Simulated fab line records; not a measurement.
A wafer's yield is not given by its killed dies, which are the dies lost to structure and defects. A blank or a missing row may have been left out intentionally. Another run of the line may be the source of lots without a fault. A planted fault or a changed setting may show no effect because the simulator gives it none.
A struck lot beside a sound one	flow sky130	16 steps out of a route of 708
Sound: these wafers, L190.2, L190.3, L190.6. Struck: wafers L191.1, L191.6 (left out: L191.5, a lot-mate that was not struck); the cause follows at the end.
At each step with rows: each side's tool, then ch and its chambers, then its first start. Under that, the readings that differ: sound wafers	struck wafers	difference of the means	sigmas: that difference in standard deviations of wafers without a fault.
alike: words and numbers the same on both sides, and readings whose means are apart by under 2 such deviations; not compared: readings that were withheld, readings missing a value for some wafer, numbers with overlapping values and no deviation given by the record, and bounds like >300 which may hide the same value.
Wherever a step has rows on one side only, a row that says differs or no value, or a row with sigmas, the two part there. Non-overlapping numbers with no deviation appear without sigmas and do not part them. A reading that every wafer of one side lacks parts them only if that side has two wafers or more.

first, 8 steps without rows for these wafers: SKY_CONTACT_DEHYDRATE_06 (time 60 s); SKY_CONTACT_HMDS_07 (prime time 60 s); SKY_CONTACT_COAT_08 (resist thk 60 nm); SKY_CONTACT_COAT_09 (resist thk 450 nm); SKY_CONTACT_SOFTBAKE_10 (time 90 s); SKY_CONTACT_EXPOSE_11 (exposes mask CTM1, target cd 170 nm); SKY_CONTACT_PEB_12; SKY_CONTACT_DEVELOP_13 (develop time 60 s).
SKY_CONTACT_CD_MEAS_14: the cd target is 170 nm.
  sound: cd-sem-02 at day 35 11:03; struck: cd-sem-01 at day 36 07:08
  alike: cd-nm
SKY_CONTACT_OVL_MEAS_15:
  sound: overlay-02 at day 35 11:10; struck: overlay-01 at day 36 07:15
  alike: CONTACT_OVL
SKY_CONTACT_ETCH_16: etches BARC in N2/H2, stops on SiO2, time 45.9 s, target depth 60 nm.
  sound on rie-diel-03 ch 0,1,2, day 35 11:11; struck on rie-diel-01 ch 1, day 36 07:17
  alike: bias-w, drypump-motor-current-A, oes-product-au, throttle-valve-pct
  not compared: rf-hours-counter-h
SKY_CONTACT_ETCH_17: etches SiO2 in C4F8/O2/Ar, stops on Si3N4, target depth 340 nm.
  sound on rie-diel-03 ch 0,1,2, day 35 11:14; struck on rie-diel-01 ch 1, day 36 07:20
  alike: bias-w, oes-product-au
SKY_CONTACT_ETCH_18: etches Si3N4 in CHF3/O2, stops on TiN, time 39 s, target depth 75 nm.
  sound on rie-diel-03 ch 0,1,2, day 35 11:00; struck on rie-diel-01 ch 1, day 36 07:00
reading	sound	struck	difference	sigmas
bias-w (W)	200.3 200.3 199.2	348.0 348.0	+148.1	+99 or more
model.KrF-thick_of_CONTACT_COAT_09.thk-nm (nm)	244.7 231.7 244.7	223.6 221.7	-17.7	
  alike: O2_flow_sccm, drypump-motor-current-A, oes-product-au, throttle-valve-pct
  not compared: rf-hours-counter-h, model.TiN_of_LOCAL_INTERCONNECT_SPUTTER_00.thk-nm
SKY_CONTACT_STRIP_19: strips in O2/N2.
  sound on plasma-asher-03 ch 0,1, day 35 11:19; struck on plasma-asher-03 ch 0,1, day 36 07:25
reading	sound	struck	difference	sigmas
strip-time-to-endpoint-s (s)	3.63 3.49 3.64	3.41 3.40	-0.18	-4
  alike: drypump-motor-current-A, oes-product-au
  not compared: rf-hours-counter-h
then, 1 step without rows for these wafers: SKY_CONTACT_STRIP_20 (strips in post etch residue remover, time 1200 s).
-- the record jumps here: 13 days lie between the struck wafers' starts before and after (it left off in module CONTACT and takes up again in module PAD_OPEN, whose first step shown is number 708 of the route) --
SKY_PAD_OPEN_PROBE_99:
  rows exist in the record for the struck wafers here (prober-01, day 49 09:22), but not for the sound ones

WHERE THEY PART
Last at SKY_PAD_OPEN_PROBE_99 as far as this record goes, first at SKY_CONTACT_ETCH_18.

WHY: the cause the simulator had injected
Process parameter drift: rie-diel-01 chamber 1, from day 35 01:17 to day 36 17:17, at SKY_CONTACT_ETCH_18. Setting bias-w, moved by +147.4, from 200. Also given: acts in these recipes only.
